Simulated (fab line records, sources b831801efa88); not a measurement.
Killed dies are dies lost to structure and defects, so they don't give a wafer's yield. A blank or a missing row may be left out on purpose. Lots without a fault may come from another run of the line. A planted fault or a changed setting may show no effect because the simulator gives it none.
A struck lot beside a sound one | flow sky130 | 14 steps out of a route of 708
Sound: wafers L246.1, L246.2, L246.5. Struck: wafers L244.1, L244.3, L244.5. The cause comes at the end.
At each step with rows: each side's tool, then ch and its chambers, then its first start. Under that, the readings that differ: sound wafers | struck wafers | difference of the means | sigmas: that difference in standard deviations of wafers without a fault.
alike: readings whose means differ by less than 2 such deviations, and words and numbers that are the same on both sides. not compared: withheld readings, readings that some wafer has no value for, bounds like >300 that may hide the same value, and numbers for which the record gives no deviation and whose values overlap.
The two part at a step that has a row with sigmas, a row that says differs or no value, or rows on one side only. Numbers that don't overlap but have no deviation are shown without sigmas and don't part them. A reading that every wafer of one side lacks parts them only if that side has two wafers or more.

first, 4 steps without rows for these wafers: SKY_LDD_HVN_SOFTBAKE_03 (time 60 s); SKY_LDD_HVN_EXPOSE_04 (exposes mask HVNTM, target cd 700 nm); SKY_LDD_HVN_PEB_05; SKY_LDD_HVN_DEVELOP_06 (develop time 60 s).
SKY_LDD_HVN_OVL_MEAS_07:
  sound on overlay-01, day 25 11:45; struck on overlay-01, day 24 14:53
  alike: LDD_HVN_OVL
then, 1 step without rows for these wafers: SKY_LDD_HVN_IMPLANT_08.
SKY_LDD_HVN_STRIP_09: strips in O2/N2.
  sound on plasma_asher-02 ch 0,1, day 25 11:56; struck on plasma_asher-04 ch 0,1, day 24 15:04
  alike: drypump_motor_current_A, oes_product_au, strip_time_to_endpoint_s
  not compared: rf_hours_counter_h
SKY_LDD_HVN_TW_MEAS_10:
  sound on film_metro-03, day 25 12:02; struck on film_metro-03, day 24 15:10
  alike: LDD_HVN_TW
then, 4 steps without rows for these wafers: SKY_LDD_HVP_DEHYDRATE_00 (time 60 s); SKY_LDD_HVP_HMDS_01 (prime time 60 s); SKY_LDD_HVP_COAT_02 (resist thk 300 nm); SKY_LDD_HVP_SOFTBAKE_03 (time 60 s).
SKY_LDD_HVP_EXPOSE_04: exposes mask HVPTM, target cd 700 nm.
  sound on iline_stepper-02 ch 0, day 26 02:27; struck on iline_stepper-01 ch 0, day 25 06:21
  reading                         | sound                | struck            | difference | sigmas
  model.LDD_HVP.overlay_x_nm (nm) | 0.2894 0.2894 0.2894 | 2.492 2.492 2.492 | +2.203     |
  alike: mask
then, 1 step without rows for these wafers: SKY_LDD_HVP_PEB_05.

WHERE THEY PART
Nowhere in this record.

WHY: what the simulator had put in
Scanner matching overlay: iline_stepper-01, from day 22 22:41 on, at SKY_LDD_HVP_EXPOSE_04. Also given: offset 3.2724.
